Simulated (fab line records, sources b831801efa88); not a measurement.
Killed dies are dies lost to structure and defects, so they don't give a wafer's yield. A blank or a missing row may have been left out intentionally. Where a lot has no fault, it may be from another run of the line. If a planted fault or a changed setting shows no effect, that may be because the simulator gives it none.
Code-filled problem report in 8D (eight disciplines) form || flow gf180mcu || the parts of the form that need people (team, actions taken, sign-off) are left out

== 1. THE PROBLEM ==
Wafers without a fault read 178 s, standard deviation 4.1; run_length_s at GF_VT_IMPLANT_CLEAN_44 reads a mean of 98 s on 6 wafers belonging to 2 lots. That puts it -19 standard deviations away from the usual mean.
The step: cleans in SC1/SC2, time 150 s.
Earliest sighting: wafer L700.2 on wet_bench-04 at day 12 13:34. The record has a number at this step for 18 wafers belonging to 6 lots. Rule for "out", or "out of limits": more than 4 standard deviations from the usual mean. The rest of the wafers with a number are treated as sound.

== 2. WHAT THIS IS AND IS NOT ==
{"question": "which readings at this step", "is": "run_length_s", "is not": "-"}
{"question": "which lots", "is": "L700, L704", "is not": "L691, L692, L702, L705"}
{"question": "which wafers of those lots", "is": "all that have a number", "is not": "-"}
{"question": "read on which tools", "is": "wet_bench-04", "is not": "wet_bench-02"}
{"question": "when", "is": "from day 12 13:34", "is not": "up to then (6 sound wafers); but 6 sound wafers of L702, L705 came after"}

== 3. THE SUSPECTS, EACH WITH WHAT RULES IT OUT ==
Counting: any tool at a process step up to the reading is kept as a suspect provided that every lot that is out went through it and no sound lot did after the first of them.
- wet_bench-04 at GF_VT_IMPLANT_CLEAN_44 (cleans in SC1/SC2, time 150 s): kept. It ran every lot that is out, first L700 (day 12 13:34), and no sound lot after that; its last sound lot up to then is L692 (day 10 08:31). On those wafers its own readings are out: run_length_s.
The count leaves wet_bench-04 at GF_VT_IMPLANT_CLEAN_44.

== 4. THE CAUSE (what the simulator had put in) ==
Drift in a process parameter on wet_bench-04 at GF_VT_IMPLANT_CLEAN_44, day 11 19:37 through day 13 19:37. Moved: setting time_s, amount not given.
After counting, this tool was the only one left.

== 5. SEQUENCE OF EFFECTS, ordered by route ==
Each row: a reading whose mean over the struck wafers that have a number lies more than 3 standard deviations from the usual. Only readings whose record carries a usual standard deviation are examined. hours: median over the lots of the time between each lot's start at the first step of this table that gives one and its start at this step. sigmas: the change, counted in usual standard deviations.
{"hours": 0, "step": "GF_VT_IMPLANT_CLEAN_44", "reading": "run_length_s", "usual": "178 s", "on struck wafers": 98, "change": -80, "sigmas": -19}
Process steps it contains:
- GF_VT_IMPLANT_CLEAN_44: cleans in SC1/SC2, time 150 s.

== 6. WHAT WOULD HAVE CAUGHT IT SOONER ==
In this record the first reading out of limits was taken at day 12 13:34, 18 hours after the fault began at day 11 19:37.
